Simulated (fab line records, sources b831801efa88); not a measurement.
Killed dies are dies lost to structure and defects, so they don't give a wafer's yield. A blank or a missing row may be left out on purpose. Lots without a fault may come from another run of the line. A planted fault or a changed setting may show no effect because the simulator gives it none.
fab line records | flow sky130
record lots=12 wafers=36 last_day=50
route steps=708 shown CAP2M@605 METAL5@662 PAD_OPEN@701
lots that met no fault: from a run of the same line without faults
start_h: hours from the record's first day to the start of the lot's first wafer shown | wait_h: hours since the lot's step before | " the same as in the row above | L1.1+2: a row that stands for several wafers | - no value, or no start given | * or withheld: withheld | < > ~ a bound
route shown NAME@n: a module of which the file shows steps, and the number in the route of the first | usual: mean/standard deviation of fault-free wafers | same: alike in all rows | chamber/n: place in a boat | sites: the reading at each site | _std_site: their standard deviation | _edge_site: outer sites' mean less inner sites' | radius_mm: how far each site lies from the wafer's centre | mask NAME#n: copy n | behind: the tool/chamber that last shaped the wafer | hold: why the lot was held/for how many hours/how that ended | device: the transistor (n, p or np) that didn't switch | end of line: the same wafers' tests at the end of the route | a step without rows: its recipe alone | killed: dies lost to structure and defects at the first sort, not the wafer's yield | map: a wafer's dies, x killed, . not, _ none there
set.NAME: the setting as run; set.NAME@STEP: as run at that earlier step | model.NAME: the simulator's own value behind a step, which no gauge read
steps of the route over a sample of lots; a table a step, a row a wafer
services: from which hour (start_h, from the record's first day; less than 0 if before it) a tool's chamber was out of use, for how many hours, and why
## steps
# step SKY_CAP2M_SPUTTER_02
# recipe material=TiN target_thk_nm=200 temp_c=300 power_w=6500 time_s=166.7 chamber_pressure_pa=0.4
# usual throttle_valve_pct=30.3/0.59
# same time_s=166.7
# columns lot.wafer tool chamber start_h wait_h throttle_valve_pct
L465.1 pvd_sputter-01 - 947.75 0.1 30.2
L465.2 " - " " 29.8
L465.6 " - " " 30.1
L466.1 pvd_sputter-01 - 971.35 0.1 30.4
L466.3 " - " " 30.0
L466.6 " - " " 30.4
L467.1 pvd_sputter-02 - 977.67 0.1 31.4
L467.5 " - " " 29.9
L467.6 " - " " 31.3
L468.3 pvd_sputter-02 - 984.96 0.0 30.4
L468.5 " - " " 31.1
L468.6 " - " " 29.8
L470.2 pvd_sputter-01 - 990.69 0.0 30.5
L470.4 " - " " 30.6
L470.6 " - " " 30.1
L469.4 pvd_sputter-01 - 993.81 0.0 30.1
L469.5 " - " " 29.9
L469.6 " - " " 30.0
L472.1 pvd_sputter-01 - 1012.97 0.1 29.9
L472.2 " - " " 30.8
L472.5 " - " " 30.0
L476.2 pvd_sputter-03 - 1038.59 0.0 29.8
L476.3 " - " " 31.6
L476.6 " - " " 31.2
L478.1 pvd_sputter-01 - 1045.04 0.1 30.5
L478.2 " - " " 30.3
L478.5 " - " " 30.9
L479.2 pvd_sputter-01 - 1047.94 0.0 30.1
L479.4 " - " " 30.3
L479.5 " - " " 29.7
L481.1 pvd_sputter-02 - 1054.07 0.1 31.0
L481.3 " - " " 30.0
L481.4 " - " " 28.4
L486.2 pvd_sputter-01 - 1082.08 0.0 29.9
L486.5 " - " " 30.3
L486.6 " - " " 29.8
# step SKY_METAL5_SPUTTER_01
# recipe material=TiN target_thk_nm=20 power_w=6500 time_s=16.7 chamber_pressure_pa=0.4
# usual throttle_valve_pct=30.5/0.6
# same time_s=16.7
# columns lot.wafer tool chamber start_h wait_h throttle_valve_pct
L465.1 pvd_sputter-01 - 1021.22 0.0 30.2
L465.2 " - " " 30.5
L465.6 " - " " 30.3
L466.1 pvd_sputter-03 - 1043.42 0.0 30.0
L466.3 " - " " 31.2
L466.6 " - " " 30.0
L467.1 pvd_sputter-04 - 1051.15 0.0 30.2
L467.5 " - " " 31.1
L467.6 " - " " 30.2
L468.3 pvd_sputter-03 - 1057.05 0.0 31.2
L468.5 " - " " 31.2
L468.6 " - " " 31.2
L470.2 pvd_sputter-03 - 1061.58 0.0 29.8
L470.4 " - " " 31.5
L470.6 " - " " 29.8
L469.4 pvd_sputter-03 - 1065.05 0.0 31.3
L469.5 " - " " 31.4
L469.6 " - " " 30.0
L472.1 pvd_sputter-04 - 1082.23 0.0 29.9
L472.2 " - " " 30.2
L472.5 " - " " 30.0
L476.2 pvd_sputter-03 - 1104.35 0.0 31.0
L476.3 " - " " 31.3
L476.6 " - " " 31.3
L478.1 pvd_sputter-03 - 1112.24 0.0 31.2
L478.2 " - " " 30.0
L478.5 " - " " 30.0
L479.2 pvd_sputter-03 - 1113.82 0.0 31.5
L479.4 " - " " 31.4
L479.5 " - " " 31.6
L481.1 pvd_sputter-01 - 1119.46 0.0 30.5
L481.3 " - " " 29.8
L481.4 " - " " 30.1
L486.2 pvd_sputter-04 - 1145.40 0.0 30.0
L486.5 " - " " 30.0
L486.6 " - " " 29.6
# step SKY_METAL5_SPUTTER_03
# recipe material=Ti target_thk_nm=5 power_w=3000 time_s=3.3 chamber_pressure_pa=0.4
# usual throttle_valve_pct=30.5/0.61
# same time_s=3.3
# columns lot.wafer tool chamber start_h wait_h throttle_valve_pct
L465.1 pvd_sputter-01 - 1021.30 0.0 29.9
L465.2 " - " " 30.6
L465.6 " - " " 30.5
L466.1 pvd_sputter-03 - 1043.50 0.0 30.0
L466.3 " - " " 31.1
L466.6 " - " " 29.7
L467.1 pvd_sputter-04 - 1051.23 0.0 30.1
L467.5 " - " " 31.1
L467.6 " - " " 29.9
L468.3 pvd_sputter-03 - 1057.13 0.0 31.4
L468.5 " - " " 31.4
L468.6 " - " " 31.1
L470.2 pvd_sputter-03 - 1061.66 0.0 30.0
L470.4 " - " " 31.2
L470.6 " - " " 29.8
L469.4 pvd_sputter-03 - 1065.13 0.0 31.4
L469.5 " - " " 31.4
L469.6 " - " " 30.0
L472.1 pvd_sputter-04 - 1082.30 0.0 30.1
L472.2 " - " " 30.1
L472.5 " - " " 30.2
L476.2 pvd_sputter-03 - 1104.43 0.0 31.3
L476.3 " - " " 31.2
L476.6 " - " " 31.5
L478.1 pvd_sputter-03 - 1112.32 0.0 31.5
L478.2 " - " " 30.0
L478.5 " - " " 30.0
L479.2 pvd_sputter-03 - 1113.90 0.0 31.4
L479.4 " - " " 31.1
L479.5 " - " " 31.5
L481.1 pvd_sputter-01 - 1119.53 0.0 30.3
L481.3 " - " " 30.0
L481.4 " - " " 30.3
L486.2 pvd_sputter-04 - 1145.48 0.0 29.7
L486.5 " - " " 30.0
L486.6 " - " " 29.8
# step SKY_PAD_OPEN_ETCH_07
# recipe chemistry=CF4/O2 target_depth_nm=725 stop_on=AlCu source_w=800 bias_w=150 pressure_mtorr=150 cf4_flow_sccm=80 O2_flow_sccm=10 time_s=161.1
# usual cf4_flow_sccm=80.03/0.23 drypump_motor_current_A=5.5/0.6 oes_product_au=0.978/0.0065 throttle_valve_pct=5.966/0.0099
# same time_s=161.1
# columns lot.wafer tool chamber start_h wait_h cf4_flow_sccm drypump_motor_current_A oes_product_au rf_hours_counter_h throttle_valve_pct
L465.1 rie_diel-01 3 1087.04 - 80.03 5.4 0.975 30 5.965
L465.2 " 0 " " 79.99 6.5 0.969 12 5.974
L465.6 " 2 " " 79.55 5.2 0.968 - 5.951
L466.1 rie_diel-04 1 1107.36 - 79.80 6.0 0.967 10 5.956
L466.3 " 0 " " 80.01 6.0 0.965 8 5.960
L466.6 " 2 " " 79.67 6.4 0.981 - 5.966
L467.1 rie_diel-04 1 1115.05 - 80.20 6.0 0.970 10 5.963
L467.5 " 0 " " 79.77 6.0 0.975 - 5.974
L467.6 " 1 " " 80.26 6.0 0.982 - 5.966
L468.3 rie_diel-03 2 1119.90 - 80.08 5.5 0.974 20 5.971
L468.5 " 0 " " 80.14 4.7 0.984 - 5.977
L468.6 " 3 " " 79.85 5.9 0.978 - 5.959
L470.2 rie_diel-01 1 1124.15 - 80.31 5.2 0.984 22 5.963
L470.4 " 2 " " 79.86 5.1 0.976 - 5.956
L470.6 " 1 " " 80.07 5.2 0.986 - 5.975
L469.4 rie_diel-04 3 1125.99 - 79.99 5.8 0.976 28 5.958
L469.5 " 0 " " 79.72 6.0 0.976 - 5.969
L469.6 " 1 " " 80.22 6.0 0.979 - 5.956
L472.1 rie_diel-03 1 1143.49 - 79.88 4.7 0.979 17 5.979
L472.2 " 0 " " 79.71 4.7 0.975 27 5.962
L472.5 " 0 " " 79.98 4.7 0.984 - 5.984
L476.2 rie_diel-04 1 1163.45 - 79.96 6.0 0.976 12 5.962
L476.3 " 2 " " 79.91 6.4 0.971 26 5.967
L476.6 " 1 " " 80.08 6.1 0.983 - 5.965
L478.1 rie_diel-03 3 1169.69 - 80.03 5.9 0.980 10 5.950
L478.2 " 0 " " 79.95 4.7 0.979 28 5.986
L478.5 " 3 " " 80.04 5.9 0.975 - 5.968
L479.2 rie_diel-03 0 1172.15 - 79.79 4.7 0.975 28 5.988
L479.4 " 1 " " 79.95 4.7 0.982 19 5.964
L479.5 " 0 " " 80.08 4.7 0.988 - 5.949
L481.1 rie_diel-04 2 1176.35 - 79.74 6.4 0.978 26 5.949
L481.3 " 1 " " 80.22 6.0 0.971 13 5.980
L481.4 " 0 " " 80.03 6.0 0.981 11 5.969
L486.2 rie_diel-01 0 1197.51 - 80.04 6.5 0.988 16 5.974
L486.5 " 1 " " 80.26 5.2 0.990 - 5.956
L486.6 " 0 " " 79.87 6.5 0.989 - 5.966
# step SKY_PAD_OPEN_PROBE_99
# usual defect_limited_yield=82.6/1.9 killed_at_M0_to_M3=43/6.9 killed_at_M4_up=3.0/1.8 killed_at_contacts=24/4.8 killed_at_front_end=15/4.5 killed_at_other=0.4/0.67 killed_dies=86/9.2 killed_open=46/6.9 killed_short=39/6 sort_bin_3_pad_short=0.8/0.39 sort_bin_5_function=10.2/1.3 sort_bin_6_memory=6.3/1.2 sort_n_pass=406/9.2 sort_yield_pct=82.6/1.9
# same gross_dies=492 killed_at_back_side=0 sort_bin_4_leakage[%]=0 sort_bin_8_speed[%]=0
# columns lot.wafer tool chamber start_h wait_h defect_limited_yield[%] killed_at_M0_to_M3 killed_at_M4_up killed_at_contacts killed_at_front_end killed_at_other killed_dies killed_open killed_short sort_bin_3_pad_short[%] sort_bin_5_function[%] sort_bin_6_memory[%] sort_n_pass sort_yield_pct[%]
L476.2 prober-01 - 1165.82 0.1 75.4 41 33 27 19 1 121 59 35 1.6 16.1 6.9 371 75.4
L476.3 prober-01 - 1165.87 0.2 73.0 42 47 24 20 0 133 48 44 1.4 18.5 7.1 359 73.0
L476.6 prober-01 - 1166.02 0.2 76.0 46 30 23 18 1 118 45 45 1.8 14.8 7.3 374 76.0
L478.1 prober-02 - 1172.01 0.1 75.4 50 37 18 16 0 121 48 36 3.0 14.8 6.7 371 75.4
L478.2 prober-02 - 1172.06 0.1 76.8 40 32 24 18 0 114 49 35 2.0 13.0 8.1 378 76.8
L478.5 prober-02 - 1172.21 0.2 78.3 33 30 28 16 0 107 47 32 1.2 13.4 7.1 385 78.3
L479.2 prober-01 - 1174.52 0.1 79.7 34 27 26 12 1 100 40 33 1.4 13.2 5.7 392 79.7
L479.4 prober-01 - 1174.62 0.2 78.0 43 26 20 19 0 108 44 40 2.0 13.0 6.9 384 78.0
L479.5 prober-01 - 1174.67 0.2 74.2 41 45 26 13 2 127 49 34 1.8 17.7 6.3 365 74.2
# killed by level:class
L476.2 METAL5:unspecified=27 CONTACT:geometric_particle:open=10 VIA1:geometric_particle:open=10 VIA3:geometric_particle:open=8 VIA2:geometric_particle:open=7 LI_CONTACT:geometric_particle:open=6 CONTACT:geometric_particle:short=5 SPACER:geometric_particle:open=4
L476.3 METAL5:unspecified=41 VIA1:geometric_particle:open=12 LI_CONTACT:geometric_particle:short=6 SPACER:geometric_particle:open=6 LOCAL_INTERCONNECT:geometric_particle:short=6 VIA1:geometric_particle:short=6 VIA3:geometric_particle:short=6 LI_CONTACT:geometric_particle:open=5
L476.6 METAL5:unspecified=28 VIA1:geometric_particle:open=12 VIA3:geometric_particle:open=8 LOCAL_INTERCONNECT:geometric_particle:short=7 CONTACT:geometric_particle:open=7 VIA1:geometric_particle:short=7 METAL2:geometric_particle:short=7 FIELD_ISO:geometric_particle:short=6
L478.1 METAL5:unspecified=35 LI_CONTACT:geometric_particle:open=9 METAL2:geometric_particle:short=9 VIA1:geometric_particle:short=7 VIA3:geometric_particle:open=7 VIA2:geometric_particle:open=6 POLY_GATE:geometric_particle:open=5 VIA1:geometric_particle:open=5
L478.2 METAL5:unspecified=29 VIA1:geometric_particle:open=11 LI_CONTACT:geometric_particle:open=9 FIELD_ISO:geometric_particle:open=6 VIA3:geometric_particle:open=6 CONTACT:geometric_particle:short=5 CONTACT:geometric_particle:open=5 VIA1:geometric_particle:short=5
L478.5 METAL5:unspecified=28 CONTACT:geometric_particle:open=14 VIA1:geometric_particle:open=13 CONTACT:geometric_particle:short=7 VIA3:geometric_particle:open=7 POLY_GATE:geometric_particle:short=5 FIELD_ISO:geometric_particle:open=4 METAL2:geometric_particle:short=4
L479.2 METAL5:unspecified=26 CONTACT:geometric_particle:open=13 VIA2:geometric_particle:open=7 LOCAL_INTERCONNECT:geometric_particle:short=6 METAL2:geometric_particle:short=6 VIA1:geometric_particle:open=6 LI_CONTACT:geometric_particle:open=5 VIA1:geometric_particle:short=5
L479.4 METAL5:unspecified=24 METAL1:geometric_particle:short=9 VIA1:geometric_particle:open=8 VIA2:geometric_particle:open=7 VIA3:geometric_particle:open=6 LI_CONTACT:geometric_particle:open=5 CONTACT:geometric_particle:short=5 CONTACT:geometric_particle:open=5
L479.5 METAL5:unspecified=44 LI_CONTACT:geometric_particle:open=11 VIA1:geometric_particle:open=10 METAL2:geometric_particle:short=9 CONTACT:geometric_particle:open=6 VIA2:geometric_particle:open=6 METAL2:geometric_particle:open=5 FIELD_ISO:geometric_particle:short=4
## services
# columns tool chamber start_h hours kind
rie_diel-03 0 939.51 16.7 repair
pvd_sputter-01 - 942.08 3.2 repair
pvd_sputter-04 - 943.85 4.6 repair
pvd_sputter-04 - 964.83 0.5 repair
pvd_sputter-03 3 986.61 - consumable_replace:kit
pvd_sputter-03 3 986.61 18.0 scheduled_down
pvd_sputter-03 3 986.61 18.0 vent_cycle
rie_diel-03 1 993.86 3.5 repair
rie_diel-04 2 1002.61 5.2 repair
pvd_sputter-01 - 1005.36 0.5 repair
rie_diel-01 2 1007.55 4.3 repair
rie_diel-04 1 1009.22 2.2 repair
rie_diel-01 0 1029.78 9.2 repair
rie_diel-03 2 1062.49 7.7 repair
rie_diel-04 1 1079.70 3.9 repair
pvd_sputter-02 - 1087.76 4.4 repair
rie_diel-04 - 1089.70 14.6 pm
pvd_sputter-03 - 1106.45 4.1 repair
pvd_sputter-04 - 1134.08 0.8 repair
rie_diel-03 2 1142.46 9.0 repair
pvd_sputter-02 - 1147.62 47.5 repair
rie_diel-01 - 1167.05 2.8 pm
pvd_sputter-04 - 1187.08 0.7 repair
pvd_sputter-03 - 1191.54 2.4 repair
## key
first_sign step=SKY_PAD_OPEN_PROBE_99 reading=killed_at_M4_up direction=up sigmas=17 usual=3.0 struck=34.1
effect step=SKY_PAD_OPEN_PROBE_99 reading=sort_bin_5_function direction=up sigmas=3.6 usual=10.2 struck=15.0 wafers_moved=7
met_at SKY_METAL5_SPUTTER_01
struck_lots L476,L478,L479
not_acting_at SKY_CAP2M_SPUTTER_02,SKY_METAL5_SPUTTER_03,SKY_PAD_OPEN_ETCH_07
onset_between 1065.05 1104.35
fault kind=chamber_particle_source tool=pvd_sputter-03 chamber=- onset_h=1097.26 steps=SKY_METAL5_SPUTTER_01 rate_per_visit_cm2=0.43992 end_h=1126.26
